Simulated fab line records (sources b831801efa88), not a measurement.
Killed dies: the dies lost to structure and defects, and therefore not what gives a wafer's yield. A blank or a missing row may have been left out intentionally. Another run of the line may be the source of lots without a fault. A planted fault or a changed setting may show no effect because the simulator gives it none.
One fault through the eyes of 2 desks / flow gf180mcu / only its own numbers are on each desk; what lay behind them is given at the end

METROLOGY DESK
Means of the sampled wafers that have a number, per lot and without regard to the tool the lot ran on: this is what the gauges read. The brackets show how far a lot's mean lies from the usual mean; more than 4 standard deviations puts the lot out of limits, marked OUT.
Columns: A = V1_CVD_02_THK at GF_V1_THK_MEAS_03, usual 850 nm; B = V2_W_RS at GF_V2_RS_MEAS_24, usual 0.327 ohm/sq
lot=L695; first seen here=day 16 20:09; A=861; B=0.326
lot=L696; first seen here=day 17 07:55; A=845; B=0.327
lot=L699; first seen here=day 18 09:22; A=853; B=0.326
lot=L700; first seen here=day 18 17:02; A=857; B=0.325
lot=L701; first seen here=day 19 12:05; A=598 (-21) OUT; B=0.330
lot=L702; first seen here=day 20 03:07; A=609 (-20) OUT; B=0.327
lot=L711; first seen here=day 23 03:07; A=845; B=0.326
lot=L712; first seen here=day 23 16:20; A=857; B=0.324
lot=L714; first seen here=day 23 23:32; A=842; B=0.328
lot=L715; first seen here=day 24 04:34; A=848; B=0.328
lot=L716; first seen here=day 24 13:37; A=860; B=0.332
lot=L718; first seen here=day 25 05:33; A=850; B=0.329
Finding of this desk: L701, L702 out of limits, first seen on L701 at day 19 12:05 (V1_CVD_02_THK at GF_V1_THK_MEAS_03). L695, L696, L699, L700, L711, L712, L714, L715, L716, L718: within limits.

THE TOOL OWNER'S DESK: pecvd-04
The tool's own readings at GF_V1_CVD_02 (deposits SiO2 from TEOS, target thk 850 nm, time 94.851 s): means of the sampled wafers that have a number, for each lot that ran on this tool. The brackets show how far a lot's mean lies from the usual mean; more than 4 standard deviations puts the lot out of limits, marked OUT.
Columns: A = heater_power_w at GF_V1_CVD_02, usual 599 W; B = rf_fwd_power_W at GF_V1_CVD_02, usual 596.6 W; C = run_length_s at GF_V1_CVD_02, usual 122.9 s
lot=L699; first seen here=day 18 09:17; A=488; B=599.1; C=123.1
lot=L700; first seen here=day 18 16:56; A=549; B=596.1; C=123.4
lot=L701; first seen here=day 19 12:01; A=487; B=-; C=96.9 (-47) OUT
lot=L702; first seen here=day 20 02:59; A=579; B=-; C=96.7 (-48) OUT
lot=L714; first seen here=day 23 23:28; A=543; B=599.6; C=123.6
This desk finds L701, L702 out of limits, L701 being first, at day 19 12:01 (run_length_s at GF_V1_CVD_02). L699, L700, L714: within limits.

PUT TOGETHER
The tool owner's desk could have raised an alarm at day 19 12:01, on L701, L702.
L701, L702 would have let the metrology desk raise an alarm at day 19 12:05.
The lots listed all ran GF_V1_CVD_02 on pecvd-04.

WHAT THE SIMULATOR HAD INSERTED
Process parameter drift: pecvd-04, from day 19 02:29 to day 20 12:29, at GF_V1_CVD_02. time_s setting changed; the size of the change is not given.
Struck lots among those shown: L701, L702.
Hours from the fault's start to each desk's first reading out of limits: the tool owner's desk, 10; the metrology desk, 10.
